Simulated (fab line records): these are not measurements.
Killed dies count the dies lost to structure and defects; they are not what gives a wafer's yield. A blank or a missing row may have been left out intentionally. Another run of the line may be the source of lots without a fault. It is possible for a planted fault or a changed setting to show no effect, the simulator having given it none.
Code-filled problem report in 8D (eight disciplines) form :: flow gf180mcu :: the parts of the form that need people (team, actions taken, sign-off) are left out

1. THE PROBLEM
Across 6 wafers from 2 lots, VT_IMPLANT_4_TW at GF_VT_IMPLANT_TW_MEAS_43 averages 561, while fault-free wafers read 689 with a standard deviation of 3.7. That is -35 standard deviations from the usual mean.
Seen first at day 9 20:07 on filmMetro-03, wafer L114.1. The record has a number at this step for 36 wafers belonging to 12 lots. By rule, "out" or "out of limits" means more than 4 standard deviations away from the usual mean. Any other wafer with a number is counted as sound.

2. WHAT IT IS; WHAT IT IS NOT
question: which readings at this step
is: VT_IMPLANT_4_TW
is not: -

question: which lots
is: L114, L115
is not: L106, L110, L111, L113, L116, L123, L124, L126, L127, L128

question: which wafers of those lots
is: all that have a number
is not: -

question: read on which gauges
is: filmMetro-03
is not: filmMetro-02, filmMetro-04

question: when
is: from day 9 20:07
is not: up to then (12 sound wafers); but 18 sound wafers of L116, L123, L124, L126, L127, L128 came after

3. THE SUSPECTS, EACH WITH WHAT RULES IT OUT
Counting: a tool at a process step up to the reading stays a suspect if it ran every lot that is out and no sound lot after the first of them.
- ruled out: the gauge at GF_VT_IMPLANT_TW_MEAS_43. All the wafers that are out were read on filmMetro-03, but those of them that GF_VT_IMPLANT_IMPLANT_41 has rows for are out there too, on other tools.
- implanter-02 at GF_VT_IMPLANT_IMPLANT_41: ruled out as a lasting fault. After its first lot that is out, L114 (day 9 19:52), sound lots L126, L127 ran on it.
Left after counting: nothing in the record.

4. THE CAUSE (what the simulator had put in)
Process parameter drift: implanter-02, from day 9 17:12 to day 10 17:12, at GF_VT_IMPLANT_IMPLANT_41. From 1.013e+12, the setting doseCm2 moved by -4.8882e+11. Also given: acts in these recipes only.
The count ruled it out by mistake, since the rule takes a fault to strike every lot its tool runs from the start of the fault on, and this one did not do so.

5. THE CHAIN OF EFFECTS, in route order
Rows list readings where the struck wafers' mean (over those with a number) sits beyond 3 standard deviations from the usual. Only readings whose record carries a usual standard deviation are examined. hours: median over the lots of the time between each lot's start at the first step of this table that gives one and its start at this step. sigmas: the change, counted in usual standard deviations.
hours: 0
step: GF_VT_IMPLANT_IMPLANT_41
reading: doseIonsCm2
usual: 1.0131e+12
on struck wafers: 5.2445e+11
change: -4.8865e+11
sigmas: -99 or more

hours: 0
step: GF_VT_IMPLANT_IMPLANT_41
reading: faradayCurrentUA
usual: 5.71
on struck wafers: 3.00
change: -2.71
sigmas: -23

hours: 0
step: GF_VT_IMPLANT_TW_MEAS_43
reading: VT_IMPLANT_4_TW
usual: 689
on struck wafers: 561
change: -128
sigmas: -35
Process steps it contains:
- GF_VT_IMPLANT_IMPLANT_41
Later steps that measure or inspect, where all struck wafers having a row at the step show a number for every such reading and not one has moved that far: GF_V1_CD_MEAS_14.

6. WHAT WOULD HAVE CAUGHT IT SOONER
3 hours passed between the start of the fault at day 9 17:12 and the first reading out of limits at a measuring or inspecting step in this record, taken at day 9 20:07.
Tool's own readings at GF_VT_IMPLANT_IMPLANT_41, doseIonsCm2, faradayCurrentUA: out on all struck wafers the step has rows for; an alarm limit on them would have tripped on the first.
